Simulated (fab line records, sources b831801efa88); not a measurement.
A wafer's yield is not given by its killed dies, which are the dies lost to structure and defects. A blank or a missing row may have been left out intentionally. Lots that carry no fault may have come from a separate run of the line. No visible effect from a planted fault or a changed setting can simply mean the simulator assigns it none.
Which tool was responsible? | flow gf180mcu | 12 lots with 36 wafers sampled at 4 steps, on a route of 602 steps

WHAT EACH GAUGE READ, for each wafer
GF_VT_IMPLANT_TW_MEAS_32.
lot  | measured     | on            | VT_IMPLANT_3_TW
L995 | day 7 04:44  | film_metro-01 | 269.2 268.3 270.5
L996 | day 7 08:35  | film_metro-01 | 271.0 269.3 269.5
L997 | day 7 18:22  | film_metro-03 | 269.6 269.2 270.6
L998 | day 7 22:22  | film_metro-01 | 269.4 270.6 269.9
L999 | day 8 12:01  | film_metro-02 | 269.3 269.0 269.2
L100 | day 8 15:02  | film_metro-03 | 270.7 270.5 270.8
L103 | day 9 13:05  | film_metro-01 | 269.7 269.9 269.3
L105 | day 10 01:41 | film_metro-03 | 269.2 269.5 269.2
L110 | day 11 07:29 | film_metro-02 | 234.6 235.5 235.4
L111 | day 11 12:49 | film_metro-03 | 236.0 236.6 236.4
L116 | day 13 00:40 | film_metro-01 | 271.9 271.1 271.7
L117 | day 13 05:16 | film_metro-02 | 270.5 270.6 269.3

GF_HV_LDD_CD_MEAS_31: the cd target is 400 nm.
lot  | measured     | on        | cd_nm (nm)
L995 | day 11 22:38 | cd_sem-02 | 397.8 398.8 398.8
L996 | day 12 02:01 | cd_sem-02 | 401.2 402.9 402.5
L997 | day 12 14:13 | cd_sem-02 | 399.2 399.2 399.6
L998 | day 12 20:57 | cd_sem-01 | 397.7 398.0 398.9
L999 | day 13 12:19 | cd_sem-01 | 402.7 403.3 402.3
L100 | day 13 18:55 | cd_sem-01 | 401.9 400.3 400.7
L103 | day 14 16:53 | cd_sem-02 | 402.4 400.7 401.6
L105 | day 15 11:10 | cd_sem-02 | 398.9 398.6 398.8
L110 | day 16 20:22 | cd_sem-02 | 402.0 399.8 399.2
L111 | day 17 04:15 | cd_sem-01 | 399.7 396.8 398.1
L116 | day 18 21:16 | cd_sem-02 | 402.1 403.4 402.9
L117 | day 19 02:16 | cd_sem-02 | 401.3 399.2 401.1

EACH LOT AND THE TOOL THAT RAN IT (in order: tool; ch and the chambers of the sampled wafers; start)
lot  | GF_DNWELL_STRIP_08                  | GF_VT_IMPLANT_IMPLANT_30
L995 | plasma_asher-04 ch 0,1, day 3 00:28 | implanter-03 ch 0, day 7 04:29
L996 | plasma_asher-01 ch 0,1, day 3 03:42 | implanter-03 ch 0, day 7 08:20
L997 | plasma_asher-04 ch 0,1, day 3 10:18 | implanter-02 ch 0, day 7 18:07
L998 | plasma_asher-03 ch 0,1, day 3 14:53 | implanter-03 ch 0, day 7 22:07
L999 | plasma_asher-03 ch 0,1, day 4 00:01 | implanter-02 ch 0, day 8 11:46
L100 | plasma_asher-03 ch 0,1, day 4 03:16 | implanter-03 ch 0, day 8 14:49
L103 | plasma_asher-01 ch 0, day 4 20:24   | implanter-04 ch 0, day 9 12:51
L105 | plasma_asher-03 ch 0,1, day 5 06:26 | implanter-03 ch 0, day 10 01:26
L110 | plasma_asher-04 ch 0,1, day 6 08:43 | implanter-02 ch 0, day 11 07:16
L111 | plasma_asher-01 ch 0,1, day 6 12:47 | implanter-02 ch 0, day 11 12:34
L116 | plasma_asher-01 ch 0,1, day 7 17:33 | implanter-04 ch 0, day 13 00:25
L117 | plasma_asher-03 ch 0,1, day 7 21:44 | implanter-04 ch 0, day 13 05:01
- GF_DNWELL_STRIP_08: strips in O2/N2.
- GF_VT_IMPLANT_IMPLANT_30

AS READ BY THE TOOLS THEMSELVES (means over the sampled wafers that have a number; for cases with no such wafer, the mark the record gives instead)
GF_DNWELL_STRIP_08.
lot  | tool            | drypump_motor_current_A (A) | heater_power_w (W) | oes_product_au (a.u.) | strip_time_to_endpoint_s (s)
L995 | plasma_asher-04 | 5.9                         | 315                | 0.726                 | 36.92
L996 | plasma_asher-01 | 6.0                         | 350                | 0.723                 | 36.92
L997 | plasma_asher-04 | 5.9                         | 313                | 0.724                 | 36.91
L998 | plasma_asher-03 | 5.8                         | 284                | 0.718                 | 36.80
L999 | plasma_asher-03 | 5.9                         | 282                | 0.721                 | 36.88
L100 | plasma_asher-03 | 5.9                         | 283                | 0.722                 | 37.06
L103 | plasma_asher-01 | 5.9                         | 417                | 0.723                 | 36.97
L105 | plasma_asher-03 | 6.0                         | 301                | 0.721                 | 36.85
L110 | plasma_asher-04 | 5.4                         | 324                | 0.725                 | 36.80
L111 | plasma_asher-01 | 5.9                         | 339                | 0.726                 | 36.88
L116 | plasma_asher-01 | 5.9                         | 377                | 0.722                 | 36.85
L117 | plasma_asher-03 | 6.0                         | 299                | 0.718                 | 36.91

GF_VT_IMPLANT_IMPLANT_30.
lot  | tool         | dose_ions_cm2 | faraday_current_uA
L995 | implanter-03 | 2.5325e+12    | 14.42
L996 | implanter-03 | 2.5331e+12    | 14.26
L997 | implanter-02 | 2.5334e+12    | 14.66
L998 | implanter-03 | 2.5335e+12    | 14.30
L999 | implanter-02 | 2.5308e+12    | 14.41
L100 | implanter-03 | 2.5326e+12    | 14.32
L103 | implanter-04 | 2.5338e+12    | 14.13
L105 | implanter-03 | 2.5341e+12    | 14.23
L110 | implanter-02 | 1.6279e+12    | 9.37
L111 | implanter-02 | 1.6243e+12    | 9.15
L116 | implanter-04 | 2.5314e+12    | 14.21
L117 | implanter-04 | 2.5353e+12    | 14.27

THE ANSWER, worked out from the rows above alone
Rule: usual is defined by the lots themselves. Put in order of their means at a reading, lots are off if they are a third of the lots or fewer, leave a main group of 4 or more, and stand apart from it by a gap of 3 or more times the standard deviation of the main group's means; of several such gaps the widest counts. The tables above print the reading to a certain number of digits; a main group whose means all agree to those digits is not used. Also off: a lot with no number at a reading for which 4 or more lots have one. All remaining lots with rows at the step are treated as sound. First the gauges in route order, then the tools' own readings, where a lot's mean is used as printed above. The first step at which some lot is off is used, and at that step the reading that is off furthest; a lot without a number counts as furthest.
Off: L110, L111, seen at GF_VT_IMPLANT_TW_MEAS_32 (VT_IMPLANT_3_TW). Main group: mean 269.9, sd 0.69.
If a tool, at a process step before that reading, ran all the lots that are off and no sound lot after the first of them, it fits. Not tried: the gauges at GF_VT_IMPLANT_TW_MEAS_32; whatever is off there is also off at GF_VT_IMPLANT_IMPLANT_30, on other tools, and gauge error can't account for it. One fits: GF_VT_IMPLANT_IMPLANT_30 on implanter-02. Its last sound lot is L999 (day 8 11:46), its first lot that is off L110 (day 11 07:16): a fault that began between those two fits.
The tool's own readings at GF_VT_IMPLANT_IMPLANT_30 bear it out: on the lots that are off they differ by more than 5 times the standard deviation of the sound lots' means. dose_ions_cm2 reads 1.6261e+12 there against 2.5330e+12 on the sound lots; faraday_current_uA reads 9.26 there against 14.32 on the sound lots.

WHAT WAS PUT IN BY THE SIMULATOR
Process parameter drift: implanter-02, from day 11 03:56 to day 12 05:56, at GF_VT_IMPLANT_IMPLANT_30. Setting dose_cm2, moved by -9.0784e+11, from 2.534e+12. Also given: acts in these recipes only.
Struck lots among those shown: L110, L111. The rule above reached the same finding.
